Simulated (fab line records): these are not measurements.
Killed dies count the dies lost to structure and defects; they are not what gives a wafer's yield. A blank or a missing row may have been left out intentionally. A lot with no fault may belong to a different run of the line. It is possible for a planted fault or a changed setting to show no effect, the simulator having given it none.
Which tool did it? | flow sky130 | Sampling: 13 lots, 39 wafers, 5 of 708 route steps

== WHAT THE GAUGES READ, wafer by wafer ==
SKY_VT_ADJUST_LVTN_OVL_MEAS_18.
lot  | measured     | on         | VT_ADJUST_LVTN_01_OVL (nm)
L530 | day 7 11:11  | overlay-02 | -2.0 0.1 -2.0
L532 | day 8 07:16  | overlay-01 | -2.0 -1.1 -2.5
L534 | day 8 19:47  | overlay-01 | 0.3 -0.3 -0.1
L535 | day 9 03:41  | overlay-02 | -1.8 0.1 -2.1
L538 | day 9 21:26  | overlay-01 | -0.8 -2.4 -2.3
L539 | day 10 10:14 | overlay-01 | -2.6 -2.4 -1.4
L540 | day 10 17:44 | overlay-01 | -1.8 0.1 -0.8
L542 | day 11 04:10 | overlay-02 | -0.3 -0.1 2.0
L544 | day 11 19:02 | overlay-01 | -0.4 -0.8 -0.3
L545 | day 12 00:08 | overlay-02 | -0.4 -1.6 0.2
L546 | day 12 04:35 | overlay-01 | -0.8 -1.2 -0.6
L547 | day 12 11:02 | overlay-01 | -0.4 -2.2 -4.4
L553 | day 14 06:56 | overlay-02 | -0.9 -2.3 0.9

SKY_LDD_HVN_OVL_MEAS_07.
lot  | measured     | on         | LDD_HVN_OVL (nm)
L530 | day 20 02:52 | overlay-02 | -0.3 -0.4 -0.7
L532 | day 21 05:19 | overlay-02 | -3.9 -2.6 -1.6
L534 | day 22 00:11 | overlay-02 | 1.7 2.0 1.9
L535 | day 22 11:20 | overlay-01 | -1.4 -2.9 -0.2
L538 | day 23 11:44 | overlay-01 | -2.9 -1.3 0.6
L539 | day 24 00:29 | overlay-01 | -1.6 -3.8 -0.7
L540 | day 24 07:41 | overlay-01 | -1.0 0.5 -1.3
L542 | day 24 17:04 | overlay-01 | 0.8 0.3 0.8
L544 | day 25 10:17 | overlay-02 | -1.4 1.6 0.5
L545 | day 25 19:49 | overlay-02 | -0.9 -1.9 0.0
L546 | day 25 23:35 | overlay-01 | 0.9 -1.7 -1.2
L547 | day 26 08:07 | overlay-02 | 0.1 0.6 0.3
L553 | day 28 08:26 | overlay-01 | -1.7 -0.5 -1.3

SKY_SD_N_RS_MEAS_16: measures by four-point-probe.
lot  | measured     | on            | SD_N_RS (ohm/sq)
L530 | day 27 15:40 | film-metro-04 | 68.69 68.38 68.46
L532 | day 28 17:14 | film-metro-02 | 68.81 68.62 68.64
L534 | day 29 12:34 | film-metro-02 | 68.60 68.65 68.57
L535 | day 29 20:48 | film-metro-03 | 68.39 68.35 68.42
L538 | day 30 20:01 | film-metro-04 | 68.31 68.26 68.46
L539 | day 31 07:38 | film-metro-03 | 68.41 68.44 68.38
L540 | day 31 14:26 | film-metro-04 | 68.53 68.37 68.43
L542 | day 32 00:43 | film-metro-02 | 68.52 68.76 68.62
L544 | day 32 16:04 | film-metro-04 | 68.37 68.34 68.35
L545 | day 33 01:49 | film-metro-03 | 68.42 68.41 68.29
L546 | day 33 04:08 | film-metro-02 | 68.69 68.62 68.64
L547 | day 33 11:38 | film-metro-03 | 68.37 68.51 68.62
L553 | day 35 08:14 | film-metro-03 | 68.46 68.52 68.26

== TOOL THAT RAN EACH LOT (tool first, then ch and the chambers of the sampled wafers, then the start) ==
lot  | SKY_NWELL_COAT_05                | SKY_NWELL_STRIP_14
L530 | litho-track-01 ch 0, day 4 00:28 | plasma-asher-01 ch 0,1, day 4 09:52
L532 | litho-track-04 ch 0, day 4 16:14 | plasma-asher-01 ch 0,1, day 5 01:40
L534 | litho-track-04 ch 0, day 5 02:14 | plasma-asher-03 ch 0,1, day 5 12:34
L535 | litho-track-04 ch 0, day 5 10:17 | plasma-asher-01 ch 0,1, day 5 19:44
L538 | litho-track-04 ch 0, day 6 01:41 | plasma-asher-03 ch 0,1, day 6 11:25
L539 | litho-track-03 ch 0, day 6 11:39 | plasma-asher-01 ch 0, day 6 21:55
L540 | litho-track-04 ch 0, day 6 18:25 | plasma-asher-03 ch 0,1, day 7 05:20
L542 | litho-track-03 ch 0, day 7 02:55 | plasma-asher-03 ch 0,1, day 7 13:25
L544 | litho-track-03 ch 0, day 7 16:13 | plasma-asher-01 ch 0,1, day 8 02:40
L545 | litho-track-04 ch 0, day 7 19:20 | plasma-asher-03 ch 0,1, day 8 06:25
L546 | litho-track-01 ch 0, day 7 23:21 | plasma-asher-02 ch 0,1, day 8 09:40
L547 | litho-track-03 ch 0, day 8 05:09 | plasma-asher-03 ch 0,1, day 8 16:13
L553 | litho-track-04 ch 0, day 9 19:46 | plasma-asher-01 ch 0,1, day 10 06:49
- SKY_NWELL_COAT_05: resist thk 3000 nm.
- SKY_NWELL_STRIP_14: strips in O2/N2.

== AS READ BY THE TOOLS THEMSELVES (means over the sampled wafers that have a number; for cases with no such wafer, the mark the record gives instead) ==
SKY_NWELL_STRIP_14.
lot  | tool            | drypump-motor-current-A (A) | n2-flow-sccm (sccm) | oes-product-au (a.u.) | strip-time-to-endpoint-s (s)
L530 | plasma-asher-01 | 5.9                         | 300.9               | 0.725                 | 37.02
L532 | plasma-asher-01 | 5.9                         | 300.0               | 0.720                 | 36.95
L534 | plasma-asher-03 | 5.2                         | 300.1               | 0.721                 | 36.97
L535 | plasma-asher-01 | 5.9                         | 299.0               | 0.727                 | 36.92
L538 | plasma-asher-03 | 5.5                         | 299.6               | 0.715                 | 36.90
L539 | plasma-asher-01 | 5.9                         | 300.2               | 0.724                 | 37.04
L540 | plasma-asher-03 | 5.5                         | 299.8               | 0.722                 | 37.02
L542 | plasma-asher-03 | 5.5                         | 299.2               | 0.719                 | 37.09
L544 | plasma-asher-01 | 5.9                         | 300.2               | 0.718                 | 15.34
L545 | plasma-asher-03 | 5.2                         | 299.4               | 0.722                 | 36.91
L546 | plasma-asher-02 | 5.8                         | 300.2               | 0.721                 | 37.03
L547 | plasma-asher-03 | 5.5                         | 300.7               | 0.713                 | 15.34
L553 | plasma-asher-01 | 5.9                         | 300.0               | 0.722                 | 36.89

== THE ANSWER, worked out from the rows above alone ==
Rule: the lots themselves supply what counts as usual. Put in order of their means at a reading, lots are off if they are a third of the lots or fewer, leave a main group of 4 or more, and stand apart from it by a gap of 3 or more times the standard deviation of the main group's means; of several such gaps the widest counts. Not used: any main group whose means are identical at the precision the tables above print for the reading. Also off: a lot with no number at a reading for which 4 or more lots have one. Where the step has rows for the other lots, those lots are counted as sound. After the gauges, taken in route order, come the tools' own readings; for these a lot's mean is taken, as printed above. At the first step where some lot is off, the reading lying furthest off is the one used; lots without a number count as furthest.
Off: L544, L547, at SKY_NWELL_STRIP_14 (strip-time-to-endpoint-s). Mean 36.98 s and standard deviation 0.064 in the main group.
If a tool, at that step or one of the process steps before it, ran each lot that is off and ran no sound lot following the first of them, it fits. One fits: SKY_NWELL_COAT_05 on litho-track-03. Its last sound lot is L542 (day 7 02:55), its first lot that is off L544 (day 7 16:13): a fault that began between those two fits.

== WHAT HAD BEEN PUT IN BY THE SIMULATOR ==
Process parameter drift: litho-track-03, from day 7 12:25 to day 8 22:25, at SKY_NWELL_COAT_05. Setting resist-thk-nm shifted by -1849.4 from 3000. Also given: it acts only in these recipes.
Shown lots that were struck: L544, L547. Same finding as the rule above.
